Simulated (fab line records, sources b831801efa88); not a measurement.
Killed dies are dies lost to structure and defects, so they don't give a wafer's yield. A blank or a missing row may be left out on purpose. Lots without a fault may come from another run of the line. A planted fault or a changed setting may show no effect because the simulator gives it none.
Which tool did it? | flow sky130 | 14 lots, 42 wafers sampled, at 4 steps of a route of 708

WHAT THE GAUGES READ, wafer by wafer
SKY_METAL1_OVL_MEAS_16.
lot  | measured     | on         | METAL1_OVL (nm)
L801 | day 33 04:30 | overlay-02 | 5 -6 2
L805 | day 35 02:44 | overlay-02 | 1 1 1
L809 | day 36 23:06 | overlay-02 | 5 2 10
L815 | day 37 18:01 | overlay-02 | 6 7 12
L817 | day 38 10:20 | overlay-01 | 6 12 8
L816 | day 38 11:25 | overlay-02 | 1 -4 1
L818 | day 38 15:26 | overlay-01 | 2 2 4
L819 | day 38 23:24 | overlay-02 | 1 4 -1
L820 | day 39 03:36 | overlay-02 | 11 7 8
L821 | day 39 06:40 | overlay-01 | 0 -1 -6
L822 | day 39 19:15 | overlay-01 | 4 1 9

WHICH TOOL RAN EACH LOT (tool, then ch and the chambers of the sampled wafers, then the start)
lot  | SKY_LI_CONTACT_SPUTTER_20    | SKY_CONTACT_CMP_27            | SKY_METAL1_SPUTTER_03
L801 | pvd_sputter-01, day 29 15:04 | cmp-01 ch 1,2, day 32 01:29   | pvd_sputter-01, day 32 01:52
L805 | pvd_sputter-02, day 31 16:07 | cmp-01 ch 0,2,3, day 34 00:01 | pvd_sputter-01, day 34 00:24
L809 | pvd_sputter-01, day 33 11:43 | cmp-02 ch 1,2,3, day 35 20:22 | pvd_sputter-02, day 35 20:41
L812 | pvd_sputter-04, day 33 17:44 | -                             | -
L813 | pvd_sputter-02, day 34 00:40 | -                             | -
L814 | pvd_sputter-01, day 34 04:55 | -                             | -
L815 | pvd_sputter-01, day 34 06:32 | cmp-01 ch 1,2,3, day 36 15:37 | pvd_sputter-02, day 36 15:50
L817 | pvd_sputter-01, day 34 23:58 | cmp-01 ch 1,2,3, day 37 07:59 | pvd_sputter-01, day 37 08:18
L816 | pvd_sputter-01, day 35 01:14 | cmp-02 ch 0,1, day 37 08:47   | pvd_sputter-01, day 37 09:10
L818 | pvd_sputter-01, day 35 06:04 | cmp-02 ch 0,1,3, day 37 13:08 | pvd_sputter-03, day 37 13:21
L819 | pvd_sputter-01, day 35 12:42 | cmp-02 ch 0,1, day 37 20:34   | pvd_sputter-02, day 37 20:53
L820 | pvd_sputter-02, day 35 17:26 | cmp-02 ch 1,2,3, day 38 01:58 | pvd_sputter-03, day 38 02:20
L821 | pvd_sputter-04, day 35 21:32 | cmp-01 ch 2,3, day 38 04:35   | pvd_sputter-03, day 38 04:58
L822 | pvd_sputter-04, day 36 09:53 | cmp-02 ch 0,1,2, day 38 17:17 | pvd_sputter-01, day 38 17:36
- SKY_LI_CONTACT_SPUTTER_20: material TiN, target thk 20 nm, time 80 s.
- SKY_CONTACT_CMP_27: polishes, stops on SiO2, t overpolish 15 s, target thk 0 nm.
- SKY_METAL1_SPUTTER_03: material Ti, target thk 5 nm, time 3.3 s.

WHAT THE TOOLS THEMSELVES READ (means of the sampled wafers that have a number; where no wafer has one, the mark that the record gives instead)
SKY_LI_CONTACT_SPUTTER_20.
lot  | tool           | cathode_dc_power_W (W) | chamber_pressure_pa (Pa) | throttle_valve_pct (%)
L801 | pvd_sputter-01 | 4000.5                 | 4.996                    | 30.1
L805 | pvd_sputter-02 | 4000.8                 | 5.001                    | 31.2
L809 | pvd_sputter-01 | 4000.7                 | 4.991                    | 30.3
L812 | pvd_sputter-04 | -                      | -                        | -
L813 | pvd_sputter-02 | -                      | -                        | -
L814 | pvd_sputter-01 | -                      | -                        | -
L815 | pvd_sputter-01 | 3999.5                 | 5.003                    | 30.4
L817 | pvd_sputter-01 | 4000.6                 | 5.003                    | 30.3
L816 | pvd_sputter-01 | 4000.2                 | 5.006                    | 30.5
L818 | pvd_sputter-01 | 3999.6                 | 4.995                    | 30.0
L819 | pvd_sputter-01 | 4000.5                 | 4.993                    | 30.8
L820 | pvd_sputter-02 | 3999.9                 | 5.001                    | 31.1
L821 | pvd_sputter-04 | 3999.7                 | 5.003                    | 31.0
L822 | pvd_sputter-04 | 3999.9                 | 5.006                    | 31.1

SKY_CONTACT_CMP_27.
lot  | tool   | motor_current_A (A) | overpolish_run_s (s) | time_to_endpoint_s (s)
L801 | cmp-01 | 11.3                | 14.996               | 82
L805 | cmp-01 | 11.3                | 14.999               | 83
L809 | cmp-02 | 11.2                | 15.001               | 82
L815 | cmp-01 | 11.0                | 15.004               | 83
L817 | cmp-01 | 10.7                | 15.010               | 83
L816 | cmp-02 | 11.0                | 15.004               | 79
L818 | cmp-02 | 11.6                | 14.992               | 81
L819 | cmp-02 | 11.1                | 15.009               | 83
L820 | cmp-02 | 11.4                | 15.008               | 78
L821 | cmp-01 | 10.7                | 15.008               | 88
L822 | cmp-02 | 10.4                | 14.995               | 78

SKY_METAL1_SPUTTER_03.
lot  | tool           | cathode_dc_power_W (W) | chamber_pressure_pa (Pa) | throttle_valve_pct (%)
L801 | pvd_sputter-01 | 3000.1                 | 0.3998                   | 30.5
L805 | pvd_sputter-01 | 3000.1                 | 0.4009                   | 30.5
L809 | pvd_sputter-02 | 3000.2                 | 0.4007                   | 31.1
L815 | pvd_sputter-02 | 2999.8                 | 0.4003                   | 31.1
L817 | pvd_sputter-01 | 3000.2                 | 0.4002                   | 30.9
L816 | pvd_sputter-01 | 3000.5                 | 0.4006                   | 30.8
L818 | pvd_sputter-03 | 3000.1                 | 0.4000                   | 30.0
L819 | pvd_sputter-02 | 2999.9                 | 0.3998                   | 31.1
L820 | pvd_sputter-03 | 3000.1                 | 0.3997                   | 31.3
L821 | pvd_sputter-03 | 2999.6                 | 0.3999                   | 30.5
L822 | pvd_sputter-01 | 3000.7                 | 0.4004                   | 30.5

THE ANSWER, worked out from the rows above alone
Rule: what is usual is taken from the lots themselves. Put in order of their means at a reading, lots are off if they are a third of the lots or fewer, leave a main group of 4 or more, and stand apart from it by a gap of 3 or more times the standard deviation of the main group's means; of several such gaps the widest counts. A main group whose means are all the same, to the digits that the tables above print for the reading, isn't used. A lot without any number at a reading at which 4 lots or more have one is off too. The other lots that the step has rows for count as sound. The gauges are gone through in route order, then the tools' own readings, and for those a lot's mean is taken as printed above. The first step at which some lot is off is used, and at that step the reading that is off furthest; a lot without a number counts as furthest.
Off: L812, L813, L814, at SKY_LI_CONTACT_SPUTTER_20 (cathode_dc_power_W). Without a number there: L812, L813, L814. The main group: mean 4000.2 W, standard deviation 0.45.
A tool fits if, at that step or a process step before it, it ran every lot that is off, and no sound lot after the first of them. None of those tried fits.

WHAT THE SIMULATOR HAD PUT IN
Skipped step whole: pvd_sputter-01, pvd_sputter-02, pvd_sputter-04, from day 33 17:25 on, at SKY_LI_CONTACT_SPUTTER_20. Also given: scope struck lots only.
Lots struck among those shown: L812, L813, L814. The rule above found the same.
